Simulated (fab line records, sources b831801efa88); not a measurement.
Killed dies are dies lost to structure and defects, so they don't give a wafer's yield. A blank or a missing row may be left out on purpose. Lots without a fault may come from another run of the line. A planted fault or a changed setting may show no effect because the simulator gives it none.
fab line records | flow gf180mcu
record lots=5 wafers=15 last_day=34
route steps=602 shown MIM@516 M5@526
lots that met no fault: from a run of the same line without faults
start_h: hours from the record's first day to the start of the lot's first wafer shown | wait_h: hours since the lot's step before | " the same as in the row above | L1.1+2: a row that stands for several wafers | - no value, or no start given | * or withheld: withheld | < > ~ a bound
route shown NAME@n: a module of which the file shows steps, and the number in the route of the first | usual: mean/standard deviation of fault-free wafers | same: alike in all rows | chamber/n: place in a boat | sites: the reading at each site | _std_site: their standard deviation | _edge_site: outer sites' mean less inner sites' | radius_mm: how far each site lies from the wafer's centre | mask NAME#n: copy n | behind: the tool/chamber that last shaped the wafer | hold: why the lot was held/for how many hours/how that ended | device: the transistor (n, p or np) that didn't switch | end of line: the same wafers' tests at the end of the route | a step without rows: its recipe alone | killed: dies lost to structure and defects at the first sort, not the wafer's yield | map: a wafer's dies, x killed, . not, _ none there
set.NAME: the setting as run; set.NAME@STEP: as run at that earlier step | model.NAME: the simulator's own value behind a step, which no gauge read
lots at some steps of the route; a table a step, a row a wafer
services: from which hour (start_h, from the record's first day; less than 0 if before it) a tool's chamber was out of use, for how many hours, and why
## steps
# step GF_MIM_HMDS_13
# recipe prime_time_s=60 prime_temp_c=120
# usual exhaust_pa=45.0/0.89
# columns lot.wafer tool chamber start_h wait_h exhaust_pa
L079.1 litho_track-04 0 622.06 0.1 44.9
L079.3 " 0 " " 44.7
L079.6 " 0 " " 45.0
L084.2 litho_track-03 0 652.74 0.1 44.8
L084.5 " 0 " " 44.7
L084.6 " 0 " " 43.7
L086.1 litho_track-03 0 668.42 0.1 44.8
L086.2 " 0 " " 46.1
L086.5 " 0 " " 45.5
L093.1 litho_track-04 0 723.06 0.1 45.2
L093.2 " 0 " " 43.3
L093.4 " 0 " " 46.5
L094.1 litho_track-03 0 725.02 0.1 43.9
L094.2 " 0 " " 45.9
L094.4 " 0 " " 46.3
# step GF_MIM_COAT_14
# recipe resist=NOVOLAK spin_rpm=3000 resist_thk_nm=1000
# usual exhaust_pa=45.0/0.93
# columns lot.wafer tool chamber start_h wait_h exhaust_pa
L079.1 litho_track-04 0 622.21 0.1 45.2
L079.3 " 0 " " 45.8
L079.6 " 0 " " 46.1
L084.2 litho_track-03 0 652.89 0.1 44.4
L084.5 " 0 " " 43.4
L084.6 " 0 " " 43.4
L086.1 litho_track-03 0 668.57 0.1 44.3
L086.2 " 0 " " 46.1
L086.5 " 0 " " 45.2
L093.1 litho_track-04 0 723.21 0.1 46.4
L093.2 " 0 " " 45.2
L093.4 " 0 " " 45.3
L094.1 litho_track-03 0 725.17 0.1 45.6
L094.2 " 0 " " 45.1
L094.4 " 0 " " 44.8
# step GF_MIM_SOFTBAKE_15
# recipe temp_c=90 time_s=60 resist=NOVOLAK
# usual exhaust_pa=44.9/0.83
# columns lot.wafer tool chamber start_h wait_h exhaust_pa
L079.1 litho_track-04 0 622.36 0.1 45.6
L079.3 " 0 " " 45.1
L079.6 " 0 " " 46.8
L084.2 litho_track-03 0 653.04 0.1 43.2
L084.5 " 0 " " 44.8
L084.6 " 0 " " 45.1
L086.1 litho_track-03 0 668.72 0.1 46.5
L086.2 " 0 " " 44.7
L086.5 " 0 " " 43.6
L093.1 litho_track-04 0 723.36 0.1 44.5
L093.2 " 0 " " 45.9
L093.4 " 0 " " 43.3
L094.1 litho_track-03 0 725.32 0.1 45.7
L094.2 " 0 " " 45.4
L094.4 " 0 " " 44.8
# step GF_MIM_EXPOSE_16
# recipe mask_id=FuseTop target_cd_nm=2000 na=0.6 source_shape=conventional sigma_outer=0.6 dose_mj=140
# columns lot.wafer tool chamber start_h wait_h mask
L079.1+3+6 iline_stepper-01 0 - - FuseTop#0
L084.2+5+6 iline_stepper-02 0 - - FuseTop#0
L086.1+2+5 iline_stepper-02 0 - - FuseTop#0
L093.1+2+4 iline_stepper-01 0 - - FuseTop#0
L094.1+2+4 iline_stepper-02 0 - - FuseTop#0
# step GF_MIM_PEB_17
# recipe temp_c=withheld time_s=* resist=NOVOLAK
# usual exhaust_pa=44.7/1
# columns lot.wafer tool chamber start_h wait_h exhaust_pa
L079.1 litho_track-04 0 - - 44.3
L079.3 " 0 " " 44.4
L079.6 " 0 " " 44.3
L084.2 litho_track-01 0 - - 44.0
L084.5 " 0 " " 43.5
L084.6 " 0 " " 44.3
L086.1 litho_track-01 0 - - 44.6
L086.2 " 0 " " 44.5
L086.5 " 0 " " 45.6
L093.1 litho_track-01 0 - - 43.6
L093.2 " 0 " " 45.1
L093.4 " 0 " " 43.4
L094.1 litho_track-04 0 - - 43.7
L094.2 " 0 " " 45.2
L094.4 " 0 " " 44.2
# step GF_MIM_DEVELOP_18
# recipe develop_time_s=60 dev_temp_c=23
# usual developer_temp_C=23.03/0.12 exhaust_pa=45.0/0.93
# columns lot.wafer tool chamber start_h wait_h developer_temp_C exhaust_pa
L079.1 litho_track-04 0 632.96 0.1 23.06 43.6
L079.3 " 0 " " 22.92 44.7
L079.6 " 0 " " 22.95 44.8
L084.2 litho_track-01 0 662.35 0.1 22.98 44.2
L084.5 " 0 " " 23.07 44.4
L084.6 " 0 " " 23.04 44.6
L086.1 litho_track-01 0 678.58 0.1 23.13 43.3
L086.2 " 0 " " 23.15 44.4
L086.5 " 0 " " 23.05 44.7
L093.1 litho_track-01 0 731.38 0.1 23.10 45.2
L093.2 " 0 " " 22.96 44.8
L093.4 " 0 " " 23.00 44.4
L094.1 litho_track-04 0 734.01 0.1 22.93 44.4
L094.2 " 0 " " 22.80 43.4
L094.4 " 0 " " 22.82 45.2
# step GF_MIM_METAL_ETCH_19
# recipe chemistry=Cl2/BCl3 mask_material=NOVOLAK stop_on=Si3N4 target_depth_nm=324.5 pressure_mtorr=8 icp_w=800 bias_w=140 Cl2_flow_sccm=80 bcl3_flow_sccm=40 time_s=54.1
# usual drypump_motor_current_A=6.0/0.39 oes_product_au=0.936/0.0065 throttle_valve_pct=28.289/0.011
# columns lot.wafer tool chamber start_h wait_h drypump_motor_current_A oes_product_au rf_hours_counter_h throttle_valve_pct
L079.1 rie_metal-04 0 633.11 0.1 5.8 0.935 13 28.300
L079.3 " 1 " " 6.2 0.937 - 28.275
L079.6 " 1 " " 6.2 0.934 - 28.301
L084.2 rie_metal-03 0 662.50 0.1 6.4 0.934 - 28.298
L084.5 " 0 " " 6.4 0.943 - 28.284
L084.6 " 0 " " 6.4 0.933 - 28.286
L086.1 rie_metal-04 1 678.73 0.1 6.2 0.938 6 28.286
L086.2 " 0 " " 5.8 0.944 15 28.298
L086.5 " 1 " " 6.2 0.944 - 28.276
L093.1 rie_metal-04 0 731.53 0.1 5.8 0.941 1 28.290
L093.2 " 1 " " 6.2 0.936 9 28.287
L093.4 " 1 " " 6.2 0.934 - 28.302
L094.1 rie_metal-01 1 734.16 0.1 6.3 0.947 10 28.266
L094.2 " 0 " " 5.0 0.946 10 28.281
L094.4 " 1 " " 6.3 0.951 - 28.285
# step GF_MIM_STRIP_20
# recipe chemistry=O2/N2 power_w=1400 pressure_mtorr=1500 platen_temp_c=250 o2_flow_sccm=3000 n2_flow_sccm=300 overash_fraction=0.5
# usual drypump_motor_current_A=5.4/0.45 heater_power_w=341/58 oes_product_au=0.692/0.0049 strip_time_to_endpoint_s=11.22/0.05
# columns lot.wafer tool chamber start_h wait_h drypump_motor_current_A heater_power_w oes_product_au rf_hours_counter_h strip_time_to_endpoint_s
L079.1 plasma_asher-03 1 633.18 0.0 6.1 284 0.698 109 11.24
L079.3 " 1 " " 6.1 290 0.685 - 11.18
L079.6 " 1 " " 6.1 281 0.691 - 11.23
L084.2 plasma_asher-01 0 662.62 0.1 6.2 416 0.693 60 11.23
L084.5 " 1 " " 5.7 341 0.692 - 11.19
L084.6 " 0 " " 6.2 435 0.693 - 11.20
L086.1 plasma_asher-02 0 678.81 0.1 5.1 306 0.693 80 11.19
L086.2 " 1 " " 5.2 414 0.696 80 11.24
L086.5 " 1 " " 5.1 408 0.695 - 11.22
L093.1 plasma_asher-02 1 731.62 0.1 5.2 404 0.699 86 11.28
L093.2 " 0 " " 5.1 304 0.697 86 11.19
L093.4 " 1 " " 5.2 415 0.689 - 11.22
L094.1 plasma_asher-02 0 734.23 0.0 5.2 321 0.693 86 11.20
L094.2 " 1 " " 5.2 414 0.682 86 11.21
L094.4 " 0 " " 5.1 318 0.688 - 11.21
# step GF_MIM_STRIP_21
# recipe chemistry=post_etch_residue_remover time_s=1200 temp_c=72.5
# columns lot.wafer tool chamber start_h wait_h
L079.1+3+6 wet_bench-02 2 633.28 0.1
L084.2+5+6 wet_bench-03 2 662.72 0.1
L086.1+2+5 wet_bench-02 0 678.91 0.1
L093.1+2+4 wet_bench-02 1 731.73 0.1
L094.1+2+4 wet_bench-03 0 734.58 0.3
# step GF_MIM_CLEAN_22
# recipe chemistry=DIW dry=n2_spin
# columns lot.wafer tool chamber start_h wait_h
L079.1+3+6 wet_bench-03 1 633.65 0.0
L084.2+5+6 wet_bench-03 1 663.06 0.0
L086.1+2+5 wet_bench-03 1 679.26 0.0
L093.1+2+4 wet_bench-03 3 732.07 0.0
L094.1+2+4 wet_bench-03 1 734.93 0.0
# step GF_M5_DEHYDRATE_00
# recipe temp_c=200 time_s=60
# usual exhaust_pa=45.1/1.1
# columns lot.wafer tool chamber start_h wait_h exhaust_pa
L079.1 litho_track-01 0 643.13 9.4 45.4
L079.3 " 0 " " 44.6
L079.6 " 0 " " 43.7
L084.2 litho_track-04 0 672.48 9.3 47.3
L084.5 " 0 " " 46.1
L084.6 " 0 " " 45.3
L086.1 litho_track-04 0 688.36 9.0 45.1
L086.2 " 0 " " 44.8
L086.5 " 0 " " 47.1
L093.1 litho_track-04 0 740.01 7.8 45.6
L093.2 " 0 " " 45.3
L093.4 " 0 " " 44.4
L094.1 litho_track-04 0 742.51 7.5 46.1
L094.2 " 0 " " 45.2
L094.4 " 0 " " 44.9
# step GF_M5_HMDS_01
# recipe prime_time_s=60 prime_temp_c=120
# usual exhaust_pa=45.0/0.87
# columns lot.wafer tool chamber start_h wait_h exhaust_pa
L079.1 litho_track-01 0 643.28 0.1 45.4
L079.3 " 0 " " 45.6
L079.6 " 0 " " 45.0
L084.2 litho_track-04 0 672.63 0.1 45.7
L084.5 " 0 " " 46.9
L084.6 " 0 " " 46.1
L086.1 litho_track-04 0 688.51 0.1 45.3
L086.2 " 0 " " 45.6
L086.5 " 0 " " 45.3
L093.1 litho_track-04 0 740.16 0.1 45.3
L093.2 " 0 " " 45.7
L093.4 " 0 " " 45.3
L094.1 litho_track-04 0 742.66 0.1 44.3
L094.2 " 0 " " 45.2
L094.4 " 0 " " 46.7
# step GF_M5_COAT_02
# recipe resist=KrF spin_rpm=withheld resist_thk_nm=1000
# usual exhaust_pa=45.0/0.96
# columns lot.wafer tool chamber start_h wait_h exhaust_pa
L079.1 litho_track-01 0 643.43 0.1 44.9
L079.3 " 0 " " 44.4
L079.6 " 0 " " 44.2
L084.2 litho_track-04 0 672.78 0.1 45.2
L084.5 " 0 " " 45.2
L084.6 " 0 " " 44.3
L086.1 litho_track-04 0 688.66 0.1 45.5
L086.2 " 0 " " 45.2
L086.5 " 0 " " 44.3
L093.1 litho_track-04 0 740.31 0.1 45.0
L093.2 " 0 " " 45.2
L093.4 " 0 " " 46.6
L094.1 litho_track-04 0 742.81 0.1 45.8
L094.2 " 0 " " 45.8
L094.4 " 0 " " 45.0
# step GF_M5_SOFTBAKE_03
# recipe temp_c=130 time_s=60 resist=KrF
# usual exhaust_pa=45.0/0.82
# columns lot.wafer tool chamber start_h wait_h exhaust_pa
L079.1 litho_track-01 0 643.58 0.1 43.9
L079.3 " 0 " " 43.8
L079.6 " 0 " " 42.5
L084.2 litho_track-04 0 672.93 0.1 44.3
L084.5 " 0 " " 44.7
L084.6 " 0 " " 43.9
L086.1 litho_track-04 0 688.81 0.1 45.9
L086.2 " 0 " " 46.4
L086.5 " 0 " " 46.4
L093.1 litho_track-04 0 740.46 0.1 45.1
L093.2 " 0 " " 42.8
L093.4 " 0 " " 45.2
L094.1 litho_track-04 0 742.96 0.1 45.0
L094.2 " 0 " " 44.8
L094.4 " 0 " " 45.8
# step GF_M5_EXPOSE_04
# recipe mask_id=Metal5 target_cd_nm=280 na=0.68 source_shape=conventional sigma_outer=0.6 dose_mj=28
# columns lot.wafer tool chamber start_h wait_h mask
L079.1+3+6 krf_scanner-02 0 - - Metal5#0
L084.2+5+6 krf_scanner-02 0 - - Metal5#0
L086.1+2+5 krf_scanner-01 0 - - Metal5#0
L093.1+2+4 krf_scanner-02 0 - - Metal5#0
L094.1+2+4 krf_scanner-01 0 - - Metal5#0
# step GF_M5_PEB_05
# recipe peb_temp_c=135 peb_time_s=90 resist=KrF
# usual exhaust_pa=44.9/0.81
# columns lot.wafer tool chamber start_h wait_h exhaust_pa
L079.1 litho_track-04 0 - - 43.8
L079.3 " 0 " " 43.4
L079.6 " 0 " " 44.3
L084.2 litho_track-01 0 - - 44.9
L084.5 " 0 " " 44.9
L084.6 " 0 " " 44.3
L086.1 litho_track-04 0 - - 45.0
L086.2 " 0 " " 43.7
L086.5 " 0 " " 45.0
L093.1 litho_track-04 0 - - 44.8
L093.2 " 0 " " 43.9
L093.4 " 0 " " 44.6
L094.1 litho_track-02 0 - - 45.1
L094.2 " 0 " " 45.2
L094.4 " 0 " " 44.9
# step GF_M5_DEVELOP_06
# recipe develop_time_s=60 dev_temp_c=21
# usual developer_temp_C=20.98/0.1 exhaust_pa=45.0/0.83
# columns lot.wafer tool chamber start_h wait_h developer_temp_C exhaust_pa
L079.1 litho_track-04 0 652.91 0.2 21.05 45.6
L079.3 " 0 " " 21.09 45.1
L079.6 " 0 " " 21.03 43.9
L084.2 litho_track-01 0 682.25 0.2 21.14 44.0
L084.5 " 0 " " 21.02 45.3
L084.6 " 0 " " 20.95 45.1
L086.1 litho_track-04 0 698.26 0.2 20.99 44.5
L086.2 " 0 " " 20.98 45.0
L086.5 " 0 " " 20.86 45.7
L093.1 litho_track-04 0 749.01 0.2 20.81 45.1
L093.2 " 0 " " 20.75 45.3
L093.4 " 0 " " 20.85 45.0
L094.1 litho_track-02 0 751.29 0.2 20.96 45.1
L094.2 " 0 " " 20.81 45.4
L094.4 " 0 " " 20.75 45.3
# step GF_M5_CD_MEAS_07
# recipe target_cd_nm=280
# usual cd_nm=279.8/1.4
# columns lot.wafer tool chamber start_h wait_h cd_nm
L079.1 cd_sem-01 - 653.06 0.1 280.8
L079.3 " - " " 280.4
L079.6 " - " " 280.7
L084.2 cd_sem-02 - 682.41 0.1 279.9
L084.5 " - " " 279.6
L084.6 " - " " 280.0
L086.1 cd_sem-02 - 698.41 0.1 280.0
L086.2 " - " " 279.1
L086.5 " - " " 279.4
L093.1 cd_sem-02 - 749.16 0.1 279.5
L093.2 " - " " 280.5
L093.4 " - " " 279.7
L094.1 cd_sem-02 - 751.44 0.1 279.4
L094.2 " - " " 278.9
L094.4 " - " " 278.0
# step GF_M5_OVL_MEAS_08
# usual M5_OVL=2/5.3
# columns lot.wafer tool chamber start_h wait_h M5_OVL[nm]
L079.1 overlay-02 - 653.18 0.1 2
L079.3 " - " " 1
L079.6 " - " " -2
L084.2 overlay-02 - 682.51 0.1 3
L084.5 " - " " 7
L084.6 " - " " 9
L086.1 overlay-02 - 698.53 0.1 7
L086.2 " - " " 8
L086.5 " - " " 14
L093.1 overlay-02 - 749.28 0.1 1
L093.2 " - " " 2
L093.4 " - " " -4
L094.1 overlay-02 - 751.56 0.1 -3
L094.2 " - " " 3
L094.4 " - " " -2
# step GF_M5_ETCH_09
# recipe chemistry=CF4/O2 target=Si3N4 target_depth_nm=52 source_w=800 bias_w=150 pressure_mtorr=150 cf4_flow_sccm=80 O2_flow_sccm=10 time_s=11.6
# usual drypump_motor_current_A=5.8/0.54 oes_product_au=1.004/0.011 throttle_valve_pct=5.972/0.0092
# columns lot.wafer tool chamber start_h wait_h drypump_motor_current_A oes_product_au rf_hours_counter_h throttle_valve_pct
L079.1 rie_diel-02 2 653.21 0.0 6.1 1.006 49 5.962
L079.3 " 3 " " 5.5 0.997 4 5.980
L079.6 " 2 " " 6.1 1.010 - 5.976
L084.2 rie_diel-03 3 682.54 0.0 5.4 1.012 21 5.963
L084.5 " 3 " " 5.4 0.996 - 5.970
L084.6 " 0 " " 6.4 0.999 - 5.964
L086.1 rie_diel-01 0 698.56 0.0 6.2 1.012 22 5.968
L086.2 " 1 " " 6.2 0.997 2 5.986
L086.5 " 3 " " 5.9 1.008 - 5.978
L093.1 rie_diel-03 0 749.31 0.0 6.4 1.004 26 5.974
L093.2 " 2 " " 5.8 1.030 4 5.965
L093.4 " 1 " " 4.9 1.004 21 5.968
L094.1 rie_diel-03 1 751.60 0.0 4.9 1.006 21 5.985
L094.2 " 3 " " 5.4 1.005 24 5.981
L094.4 " 2 " " 5.8 1.014 4 5.977
# step GF_M5_METAL_ETCH_10
# recipe chemistry=Cl2/BCl3 mask_material=KrF target_depth_nm=750.8 stop_on=SiO2 pressure_mtorr=8 icp_w=800 bias_w=140 Cl2_flow_sccm=80 bcl3_flow_sccm=40 time_s=125.1
# usual drypump_motor_current_A=5.8/0.41 oes_product_au=0.993/0.0061 throttle_valve_pct=28.227/0.01
# columns lot.wafer tool chamber start_h wait_h drypump_motor_current_A oes_product_au rf_hours_counter_h throttle_valve_pct
L079.1 rie_metal-04 1 653.24 0.0 6.2 0.987 5 28.227
L079.3 " 0 " " 5.8 0.975 - 28.242
L079.6 " 1 " " 6.2 0.983 - 28.231
L084.2 rie_metal-02 1 682.57 0.0 5.6 0.998 4 28.219
L084.5 " 1 " " 5.6 0.999 - 28.233
L084.6 " 0 " " 6.0 0.995 - 28.214
L086.1 rie_metal-02 1 698.59 0.0 5.7 0.997 4 28.232
L086.2 " 0 " " 6.1 0.995 15 28.225
L086.5 " 0 " " 6.0 0.997 - 28.229
L093.1 rie_metal-02 1 749.34 0.0 5.6 0.997 7 28.204
L093.2 " 1 " " 5.6 0.994 - 28.227
L093.4 " 1 " " 5.7 0.995 - 28.222
L094.1 rie_metal-02 1 751.62 0.0 5.7 1.002 7 28.225
L094.2 " 1 " " 5.6 0.990 - 28.215
L094.4 " 1 " " 5.7 1.001 - 28.203
## services
# columns tool chamber start_h hours kind
krf_scanner-02 - 602.55 1.0 pm
krf_scanner-02 - 603.55 4.4 pm
iline_stepper-01 - 610.08 4.4 pm
plasma_asher-02 - 612.92 2.3 repair
krf_scanner-02 - 616.81 0.3 repair
krf_scanner-01 - 625.52 0.8 repair
krf_scanner-02 - 638.40 5.3 repair
krf_scanner-02 - 646.77 3.6 pm
iline_stepper-02 - 649.23 2.1 pm
krf_scanner-02 - 658.13 0.5 repair
krf_scanner-01 - 664.59 1.0 pm
plasma_asher-01 - 669.50 46.9 repair
rie_diel-02 3 671.94 4.8 repair
plasma_asher-03 - 673.94 6.9 repair
krf_scanner-01 - 686.47 0.8 pm
rie_metal-01 1 688.28 6.8 repair
wet_bench-02 - 692.96 6.6 repair
iline_stepper-01 - 693.85 1.7 pm
krf_scanner-01 - 707.06 1.3 pm
plasma_asher-02 - 717.12 2.8 pm
krf_scanner-02 - 717.14 4.4 pm
iline_stepper-02 - 738.31 1.7 pm
krf_scanner-02 - 742.88 54.6 repair
rie_diel-03 1 743.53 3.1 repair
## key
fault none
